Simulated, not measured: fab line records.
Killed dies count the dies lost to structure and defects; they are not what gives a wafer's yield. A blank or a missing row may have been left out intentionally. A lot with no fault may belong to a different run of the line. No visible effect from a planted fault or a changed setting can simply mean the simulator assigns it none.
What tool caused it? / flow sky130 / 6 lots with 18 wafers sampled at 4 steps, on a route of 708 steps

WHAT THE GAUGES SHOWED, per wafer
SKY_LDD_HVN_TW_MEAS_10.
lot=L649; measured=day 21 02:44; on=film-metro-01; LDD_HVN_TW=1440 1443 1446
lot=L651; measured=day 21 13:35; on=film-metro-04; LDD_HVN_TW=1438 1437 1435
lot=L654; measured=day 23 13:30; on=film-metro-01; LDD_HVN_TW=1441 1458 1453
lot=L658; measured=day 24 22:20; on=film-metro-03; LDD_HVN_TW=1445 1447 1456
lot=L659; measured=day 25 02:07; on=film-metro-01; LDD_HVN_TW=1797 1810 1806
lot=L667; measured=day 27 20:04; on=film-metro-04; LDD_HVN_TW=1792 1785 1788

WHAT TOOL EACH LOT RAN ON (gives the tool, then ch and the chambers of the sampled wafers, and finally the start)
lot=L649; SKY_POLY_GATE_STRIP_18=plasma-asher-03 ch 0,1, day 17 04:55; SKY_LDD_P_STRIP_10=plasma-asher-04 ch 0,1, day 19 19:48; SKY_LDD_HVN_IMPLANT_08=implanter-01 ch 0, day 21 02:29
lot=L651; SKY_POLY_GATE_STRIP_18=plasma-asher-02 ch 0,1, day 17 14:47; SKY_LDD_P_STRIP_10=plasma-asher-01 ch 0,1, day 20 06:22; SKY_LDD_HVN_IMPLANT_08=implanter-02 ch 0, day 21 13:20
lot=L654; SKY_POLY_GATE_STRIP_18=plasma-asher-04 ch 0,1, day 19 14:25; SKY_LDD_P_STRIP_10=plasma-asher-01 ch 0,1, day 22 06:42; SKY_LDD_HVN_IMPLANT_08=implanter-01 ch 0, day 23 13:17
lot=L658; SKY_POLY_GATE_STRIP_18=plasma-asher-02 ch 0, day 21 00:26; SKY_LDD_P_STRIP_10=plasma-asher-01 ch 0,1, day 23 15:57; SKY_LDD_HVN_IMPLANT_08=implanter-01 ch 0, day 24 22:07
lot=L659; SKY_POLY_GATE_STRIP_18=plasma-asher-03 ch 0,1, day 21 05:08; SKY_LDD_P_STRIP_10=plasma-asher-01 ch 0,1, day 23 19:40; SKY_LDD_HVN_IMPLANT_08=implanter-02 ch 0, day 25 01:32
lot=L667; SKY_POLY_GATE_STRIP_18=plasma-asher-03 ch 0,1, day 24 01:26; SKY_LDD_P_STRIP_10=plasma-asher-04 ch 0,1, day 26 14:38; SKY_LDD_HVN_IMPLANT_08=implanter-02 ch 0, day 27 19:32
- SKY_POLY_GATE_STRIP_18: strips in O2/N2.
- SKY_LDD_P_STRIP_10: strips in O2/N2.
- SKY_LDD_HVN_IMPLANT_08

THE ANSWER, worked out from the rows above alone
Rule: the usual values come from the lots themselves. The widest of any qualifying gaps counts: lots, ordered by their means at a reading, are off when they make up no more than a third of the lots, leave a main group of 4 or more, and stand apart from it by 3 or more times the standard deviation of that group's means. A main group is skipped when, at the precision printed for the reading in the tables above, its means are all equal. A lot without any number at a reading at which 4 lots or more have one is off too. Where the step has rows for the other lots, those lots are counted as sound.
Off: at SKY_LDD_HVN_TW_MEAS_10 (LDD_HVN_TW), L659, L667. Main group: mean 1445, sd 5.6.
A tool fits if, at a process step before that reading, it ran every lot that is off, and no sound lot after the first of them. Those tools and the gauges at SKY_LDD_HVN_TW_MEAS_10 are tried in the same way. This does not decide it: 2 tools fit, namely plasma-asher-03 at SKY_POLY_GATE_STRIP_18 and implanter-02 at SKY_LDD_HVN_IMPLANT_08.

WHAT THE SIMULATOR HAD INSERTED
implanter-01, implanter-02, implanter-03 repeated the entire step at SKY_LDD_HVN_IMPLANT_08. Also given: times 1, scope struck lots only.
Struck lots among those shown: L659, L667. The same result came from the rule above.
